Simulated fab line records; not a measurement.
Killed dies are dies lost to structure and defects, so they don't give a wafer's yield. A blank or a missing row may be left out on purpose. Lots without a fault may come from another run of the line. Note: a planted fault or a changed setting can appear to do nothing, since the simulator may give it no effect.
fab line records + flow sky130
record
- lots=13
- wafers=39
- lastDay=50
route steps=708 shown METAL1@438 VIA1@467
lots that met no fault: from a run of the same line without faults
startH: hours from the record's first day to the start of the lot's first wafer shown + waitH: hours since the lot's step before + " as in the row above + L1.1+2: several wafers, shown together as one row + - no value, or no start given + * or withheld: withheld + < > ~ a bound
route shown NAME@n: a module of which the file shows steps, and the number in the route of the first + usual: mean/standard deviation of fault-free wafers + same: alike in all rows + chamber/n: place in a boat + sites: each site's reading + _std_site: their standard deviation + _edge_site: the outer-site mean with the inner-site mean subtracted + radiusMm: for every site, how far away it sits from the centre of the wafer + mask NAME#n: copy n + behind: the tool/chamber that last shaped the wafer + hold: why the lot went on hold/how many hours it stayed there/how the hold came to an end + device: whichever transistor did not switch (one of n, p or np) + end of line: the same wafers' tests at the end of the route + step lacking rows: just its recipe + killed: dies lost to structure and defects at the first sort, not the wafer's yield + map: per-die view of a wafer (x killed, . not killed, _ where there is no die)
set.NAME: the setting the step ran with; set.NAME@STEP: the setting that earlier step ran with + model.NAME: the simulator's own value behind a step, which no gauge read
steps of the route over a sample of lots; a table a step, a row a wafer
services: from which hour (startH, from the record's first day; less than 0 if before it) a tool's chamber was out of use, for how many hours, and why
## steps
# step SKY_METAL1_SPUTTER_04
# recipe
- material=TiN
- targetThkNm=70
- powerW=6500
- timeS=58.3
- chamberPressurePa=0.4
# usual
- chamberPressurePa=0.4001/0.00089
- throttleValvePct=30.2/0.79
| lot.wafer | tool          | chamber | startH | waitH | chamberPressurePa | throttleValvePct |
|-----------|---------------|---------|--------|-------|-------------------|------------------|
| L722.3    | pvdSputter-03 | -       | 729.39 | 0.0   | 0.3995            | 29.7             |
| L722.5    | "             | -       | "      | "     | 0.4000            | 29.8             |
| L722.6    | "             | -       | "      | "     | 0.4005            | 30.1             |
| L723.3    | pvdSputter-03 | -       | 736.05 | 0.0   | 0.4002            | 29.8             |
| L723.5    | "             | -       | "      | "     | 0.3998            | 29.8             |
| L723.6    | "             | -       | "      | "     | 0.3999            | 29.8             |
| L724.2    | pvdSputter-02 | -       | 739.48 | 0.0   | 0.3999            | 28.8             |
| L724.4    | "             | -       | "      | "     | 0.4007            | 31.1             |
| L724.6    | "             | -       | "      | "     | 0.3991            | 29.5             |
| L726.1    | pvdSputter-03 | -       | 758.49 | 0.0   | 0.3996            | 30.5             |
| L726.4    | "             | -       | "      | "     | 0.3993            | 30.0             |
| L726.5    | "             | -       | "      | "     | 0.4001            | 29.8             |
| L732.1    | pvdSputter-03 | -       | 814.36 | 0.0   | 0.4003            | 29.7             |
| L732.2    | "             | -       | "      | "     | 0.3991            | 30.4             |
| L732.4    | "             | -       | "      | "     | 0.3992            | 30.0             |
| L735.1    | pvdSputter-02 | -       | 827.36 | 0.0   | 0.4003            | 28.9             |
| L735.3    | "             | -       | "      | "     | 0.3999            | 29.4             |
| L735.5    | "             | -       | "      | "     | 0.3997            | 29.4             |
| L736.1    | pvdSputter-01 | -       | 837.69 | 0.0   | 0.3994            | 31.1             |
| L736.3    | "             | -       | "      | "     | 0.4003            | 30.4             |
| L736.4    | "             | -       | "      | "     | 0.4006            | 29.3             |
| L737.1    | pvdSputter-02 | -       | 847.35 | 0.0   | 0.4012            | 29.8             |
| L737.4    | "             | -       | "      | "     | 0.4019            | 31.5             |
| L737.5    | "             | -       | "      | "     | 0.4005            | 29.4             |
| L740.4    | pvdSputter-02 | -       | 876.89 | 0.0   | 0.4000            | 29.1             |
| L740.5    | "             | -       | "      | "     | 0.3988            | 31.3             |
| L740.6    | "             | -       | "      | "     | 0.3996            | 30.8             |
| L745.1    | pvdSputter-01 | -       | 918.05 | 0.0   | 0.4006            | 29.4             |
| L745.2    | "             | -       | "      | "     | 0.3982            | 31.4             |
| L745.4    | "             | -       | "      | "     | 0.3997            | 31.1             |
| L743.1    | pvdSputter-01 | -       | 919.08 | 0.0   | 0.4007            | 30.3             |
| L743.3    | "             | -       | "      | "     | 0.4003            | 29.3             |
| L743.6    | "             | -       | "      | "     | 0.4012            | 29.1             |
| L741.2    | pvdSputter-02 | -       | 920.90 | 0.0   | 0.4010            | 30.6             |
| L741.5    | "             | -       | "      | "     | 0.4013            | 30.9             |
| L741.6    | "             | -       | "      | "     | 0.4006            | 28.7             |
| L744.2    | pvdSputter-01 | -       | 924.50 | 0.0   | 0.4009            | 30.5             |
| L744.3    | "             | -       | "      | "     | 0.3989            | 29.3             |
| L744.4    | "             | -       | "      | "     | 0.4007            | 31.2             |
# step SKY_METAL1_OVL_MEAS_16
# usual
- METAL1_OVL=-3/5.7
| lot.wafer | tool       | chamber | startH | waitH | METAL1_OVL[nm] |
|-----------|------------|---------|--------|-------|----------------|
| L722.3    | overlay-01 | -       | 756.47 | 0.1   | -9             |
| L722.5    | "          | -       | "      | "     | 0              |
| L722.6    | "          | -       | "      | "     | 3              |
| L723.3    | overlay-01 | -       | 764.23 | 0.1   | 1              |
| L723.5    | "          | -       | "      | "     | -3             |
| L723.6    | "          | -       | "      | "     | 2              |
| L724.2    | overlay-01 | -       | 766.81 | 0.1   | -1             |
| L724.4    | "          | -       | "      | "     | -2             |
| L724.6    | "          | -       | "      | "     | 4              |
| L726.1    | overlay-02 | -       | 785.37 | 0.1   | -2             |
| L726.4    | "          | -       | "      | "     | -5             |
| L726.5    | "          | -       | "      | "     | -1             |
| L732.1    | overlay-01 | -       | 840.62 | 0.1   | -4             |
| L732.2    | "          | -       | "      | "     | -4             |
| L732.4    | "          | -       | "      | "     | 5              |
| L735.1    | overlay-02 | -       | 853.75 | 0.1   | 3              |
| L735.3    | "          | -       | "      | "     | -3             |
| L735.5    | "          | -       | "      | "     | -1             |
| L736.1    | overlay-01 | -       | 864.51 | 0.1   | -14            |
| L736.3    | "          | -       | "      | "     | -2             |
| L736.4    | "          | -       | "      | "     | -8             |
| L737.1    | overlay-02 | -       | 874.06 | 0.1   | -6             |
| L737.4    | "          | -       | "      | "     | 3              |
| L737.5    | "          | -       | "      | "     | 8              |
| L740.4    | overlay-01 | -       | 902.49 | 0.1   | 4              |
| L740.5    | "          | -       | "      | "     | 8              |
| L740.6    | "          | -       | "      | "     | 7              |
| L745.1    | overlay-01 | -       | 943.37 | 0.1   | -4             |
| L745.2    | "          | -       | "      | "     | -6             |
| L745.4    | "          | -       | "      | "     | -4             |
| L743.1    | overlay-01 | -       | 944.26 | 0.1   | -3             |
| L743.3    | "          | -       | "      | "     | -7             |
| L743.6    | "          | -       | "      | "     | -4             |
| L741.2    | overlay-01 | -       | 946.58 | 0.1   | -4             |
| L741.5    | "          | -       | "      | "     | -1             |
| L741.6    | "          | -       | "      | "     | 1              |
| L744.2    | overlay-01 | -       | 949.71 | 0.1   | -11            |
| L744.3    | "          | -       | "      | "     | -11            |
| L744.4    | "          | -       | "      | "     | -10            |
# step SKY_VIA1_EXPOSE_09
# recipe
- maskId=VIM
- na=0.8
- sourceShape=annular
- sigmaInner=0.55
- sigmaOuter=0.85
- targetCdNm=150
- doseMj=38
| lot.wafer  | tool          | chamber | startH | waitH | mask  |
|------------|---------------|---------|--------|-------|-------|
| L722.3+5+6 | krfScanner-01 | 0       | 771.30 | -     | VIM#0 |
| L723.3+5+6 | krfScanner-02 | 0       | 779.15 | -     | VIM#0 |
| L724.2+4+6 | krfScanner-02 | 0       | 781.99 | -     | VIM#0 |
| L726.1+4+5 | krfScanner-02 | 0       | 800.60 | -     | VIM#0 |
| L732.1+2+4 | krfScanner-01 | 0       | 855.25 | -     | VIM#0 |
| L735.1+3+5 | krfScanner-02 | 0       | 869.51 | -     | VIM#0 |
| L736.1+3+4 | krfScanner-02 | 0       | 878.87 | -     | VIM#0 |
| L737.1+4+5 | krfScanner-02 | 0       | 888.23 | -     | VIM#0 |
| L740.4+5+6 | krfScanner-02 | 0       | 916.37 | -     | VIM#0 |
| L745.1+2+4 | krfScanner-01 | 0       | 957.06 | -     | VIM#0 |
| L743.1+3+6 | krfScanner-01 | 0       | 958.13 | -     | VIM#0 |
| L741.2+5+6 | krfScanner-01 | 0       | 960.26 | -     | VIM#0 |
| L744.2+3+4 | krfScanner-01 | 0       | 963.44 | -     | VIM#0 |
# step SKY_VIA1_CD_MEAS_12
# recipe
- targetCdNm=150
# usual
- cdNm=149.9/1.7
| lot.wafer | tool     | chamber | startH | waitH | cdNm  |
|-----------|----------|---------|--------|-------|-------|
| L722.3    | cdSem-02 | -       | 784.23 | -     | 151.0 |
| L722.5    | "        | -       | "      | "     | 151.3 |
| L722.6    | "        | -       | "      | "     | 150.1 |
| L723.3    | cdSem-01 | -       | 791.97 | -     | 152.3 |
| L723.5    | "        | -       | "      | "     | 152.6 |
| L723.6    | "        | -       | "      | "     | 154.1 |
| L724.2    | cdSem-02 | -       | 795.05 | -     | 149.1 |
| L724.4    | "        | -       | "      | "     | 148.3 |
| L724.6    | "        | -       | "      | "     | 150.0 |
| L726.1    | cdSem-01 | -       | 813.77 | -     | 150.3 |
| L726.4    | "        | -       | "      | "     | 151.0 |
| L726.5    | "        | -       | "      | "     | 149.0 |
| L732.1    | cdSem-01 | -       | 869.03 | -     | 151.2 |
| L732.2    | "        | -       | "      | "     | 108.8 |
| L732.4    | "        | -       | "      | "     | 150.0 |
| L735.1    | cdSem-01 | -       | 881.99 | -     | 151.2 |
| L735.3    | "        | -       | "      | "     | 150.3 |
| L735.5    | "        | -       | "      | "     | 150.8 |
| L736.1    | cdSem-02 | -       | 891.49 | -     | 150.4 |
| L736.3    | "        | -       | "      | "     | 150.6 |
| L736.4    | "        | -       | "      | "     | 149.2 |
| L737.1    | cdSem-02 | -       | 900.37 | -     | 150.7 |
| L737.4    | "        | -       | "      | "     | 150.5 |
| L737.5    | "        | -       | "      | "     | 151.7 |
| L740.4    | cdSem-02 | -       | 928.05 | -     | 150.6 |
| L740.5    | "        | -       | "      | "     | 152.1 |
| L740.6    | "        | -       | "      | "     | 151.5 |
| L745.1    | cdSem-01 | -       | 969.24 | -     | 148.2 |
| L745.2    | "        | -       | "      | "     | 147.9 |
| L745.4    | "        | -       | "      | "     | 147.4 |
| L743.1    | cdSem-01 | -       | 970.72 | -     | 150.1 |
| L743.3    | "        | -       | "      | "     | 150.0 |
| L743.6    | "        | -       | "      | "     | 148.5 |
| L741.2    | cdSem-02 | -       | 972.21 | -     | 148.9 |
| L741.5    | "        | -       | "      | "     | 148.5 |
| L741.6    | "        | -       | "      | "     | 149.6 |
| L744.2    | cdSem-02 | -       | 975.55 | -     | 152.3 |
| L744.3    | "        | -       | "      | "     | 153.8 |
| L744.4    | "        | -       | "      | "     | 154.2 |
# step SKY_VIA1_ETCH_14
# recipe
- chemistry=N2/H2
- target=BARC
- ionEnergyEv=200
- sourceW=500
- biasW=100
- pressureMtorr=30
- n2FlowSccm=100
- h2FlowSccm=200
- stopOn=SiO2
- timeS=45.9
- targetDepthA=600
# usual
- drypumpMotorCurrentA=5.8/0.32
- oesProductAu=0.856/0.0053
- throttleValvePct=13.224/0.0095
| lot.wafer | tool       | chamber | startH | waitH | drypumpMotorCurrentA | oesProductAu | rfHoursCounterH | throttleValvePct |
|-----------|------------|---------|--------|-------|----------------------|--------------|-----------------|------------------|
| L722.3    | rieDiel-01 | 2       | 784.34 | 0.0   | 5.7                  | 0.854        | 15              | 13.232           |
| L722.5    | "          | 0       | "      | "     | 6.3                  | 0.854        | -               | 13.226           |
| L722.6    | "          | 1       | "      | "     | 5.7                  | 0.852        | -               | 13.218           |
| L723.3    | rieDiel-01 | 0       | 792.09 | 0.0   | 6.3                  | 0.850        | 8               | 13.220           |
| L723.5    | "          | 0       | "      | "     | 6.3                  | 0.865        | -               | 13.232           |
| L723.6    | "          | 1       | "      | "     | 5.7                  | 0.859        | -               | 13.247           |
| L724.2    | rieDiel-01 | 3       | 795.19 | 0.0   | 5.6                  | 0.854        | 0               | 13.223           |
| L724.4    | "          | 0       | "      | "     | 6.3                  | 0.854        | 8               | 13.205           |
| L724.6    | "          | 3       | "      | "     | 5.6                  | 0.857        | -               | 13.220           |
| L726.1    | rieDiel-01 | 1       | 813.93 | 0.0   | 5.7                  | 0.844        | 13              | 13.226           |
| L726.4    | "          | 0       | "      | "     | 6.3                  | 0.860        | 8               | 13.230           |
| L726.5    | "          | 2       | "      | "     | 5.7                  | 0.849        | -               | 13.214           |
| L732.1    | rieDiel-01 | 0       | 869.19 | 0.0   | 6.3                  | 0.852        | 10              | 13.226           |
| L732.2    | "          | 3       | "      | "     | 5.7                  | 0.847        | 2               | 13.219           |
| L732.4    | "          | 1       | "      | "     | 5.7                  | 0.850        | 14              | 13.228           |
| L735.1    | rieDiel-01 | 0       | 882.14 | 0.0   | 6.3                  | 0.855        | 10              | 13.224           |
| L735.3    | "          | 1       | "      | "     | 5.7                  | 0.858        | 14              | 13.210           |
| L735.5    | "          | 1       | "      | "     | 5.7                  | 0.863        | -               | 13.237           |
| L736.1    | rieDiel-02 | 1       | 891.64 | 0.0   | 6.3                  | 0.862        | 22              | 13.256           |
| L736.3    | "          | 3       | "      | "     | 5.0                  | 0.863        | 19              | 13.236           |
| L736.4    | "          | 0       | "      | "     | 5.6                  | 0.846        | 0               | 13.231           |
| L737.1    | rieDiel-01 | 2       | 900.53 | 0.0   | 5.7                  | 0.855        | 17              | 13.214           |
| L737.4    | "          | 3       | "      | "     | 5.7                  | 0.866        | 3               | 13.215           |
| L737.5    | "          | 3       | "      | "     | 5.6                  | 0.858        | -               | 13.223           |
| L740.4    | rieDiel-04 | 1       | 928.16 | 0.0   | 5.7                  | 0.854        | -               | 13.226           |
| L740.5    | "          | 2       | "      | "     | 6.0                  | 0.856        | -               | 13.211           |
| L740.6    | "          | 3       | "      | "     | 5.5                  | 0.856        | -               | 13.210           |
| L745.1    | rieDiel-04 | 2       | 969.39 | 0.0   | 6.0                  | 0.856        | 22              | 13.220           |
| L745.2    | "          | 0       | "      | "     | 5.8                  | 0.860        | 12              | 13.221           |
| L745.4    | "          | 1       | "      | "     | 5.7                  | 0.862        | 26              | 13.228           |
| L743.1    | rieDiel-01 | 3       | 970.88 | 0.0   | 5.7                  | 0.846        | 4               | 13.231           |
| L743.3    | "          | 0       | "      | "     | 6.3                  | 0.854        | 12              | 13.221           |
| L743.6    | "          | 2       | "      | "     | 5.7                  | 0.859        | -               | 13.221           |
| L741.2    | rieDiel-01 | 2       | 972.34 | 0.0   | 5.7                  | 0.853        | 19              | 13.225           |
| L741.5    | "          | 3       | "      | "     | 5.6                  | 0.859        | -               | 13.216           |
| L741.6    | "          | 2       | "      | "     | 5.7                  | 0.852        | -               | 13.227           |
| L744.2    | rieDiel-02 | 1       | 975.69 | 0.0   | 6.3                  | 0.857        | 24              | 13.231           |
| L744.3    | "          | 2       | "      | "     | 5.8                  | 0.856        | 19              | 13.208           |
| L744.4    | "          | 0       | "      | "     | 5.5                  | 0.860        | 2               | 13.221           |
## services
| tool          | chamber | startH | hours | kind   |
|---------------|---------|--------|-------|--------|
| krfScanner-01 | -       | 713.76 | 0.5   | repair |
| krfScanner-01 | -       | 719.73 | 7.7   | repair |
| rieDiel-01    | -       | 726.57 | 1.0   | repair |
| krfScanner-02 | -       | 731.00 | 0.6   | repair |
| krfScanner-01 | -       | 735.46 | 1.3   | pm     |
| rieDiel-01    | 0       | 736.85 | 9.9   | repair |
| rieDiel-01    | 2       | 742.44 | 2.6   | repair |
| krfScanner-02 | -       | 749.23 | 1.3   | pm     |
| krfScanner-01 | -       | 750.06 | 0.3   | repair |
| krfScanner-02 | -       | 758.11 | 1.0   | pm     |
| krfScanner-01 | -       | 760.25 | 1.2   | repair |
| krfScanner-02 | -       | 770.83 | 1.0   | repair |
| krfScanner-01 | -       | 771.90 | 1.0   | repair |
| rieDiel-01    | -       | 777.95 | 1.2   | repair |
| krfScanner-01 | -       | 791.73 | 0.8   | pm     |
| krfScanner-01 | -       | 800.54 | 1.0   | pm     |
| rieDiel-01    | 0       | 801.21 | 7.3   | repair |
| krfScanner-02 | -       | 867.11 | 0.8   | pm     |
| krfScanner-01 | -       | 907.16 | 0.8   | pm     |
| krfScanner-01 | -       | 911.36 | 1.3   | pm     |
| krfScanner-02 | -       | 925.13 | 1.3   | pm     |
| krfScanner-02 | -       | 927.11 | 1.0   | pm     |
| krfScanner-02 | -       | 960.36 | 0.6   | repair |
| rieDiel-01    | -       | 963.78 | 0.8   | repair |
## key
firstSign
- step=SKY_VIA1_CD_MEAS_12
- reading=cdNm
- direction=down
- sigmas=24
- usual=149.9
- struck=108.8
effect none on later readings
metAt SKY_VIA1_EXPOSE_09
struckLots L732
struckWafers L732.2
laterRowsLeftOut L732.2
sortLeftOut L732.2
notActingAt SKY_METAL1_SPUTTER_04,SKY_METAL1_OVL_MEAS_16,SKY_VIA1_ETCH_14
onsetBetween 771.30 855.25
fault
- kind=processParameterDrift
- tool=krfScanner-01
- chamber=-
- onsetH=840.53
- steps=SKY_VIA1_EXPOSE_09
- channel=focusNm
- offset=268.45
- shape=step
- endH=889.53
- scope=struckWafersOnly
# sortLeftOut: the simulated sort isn't trusted on such a fault, so these wafers' sort isn't shown, and their yield isn't known
# laterRowsLeftOut: the simulator's readings of these wafers behind a module that went badly wrong aren't trusted and aren't shown, but for the sort
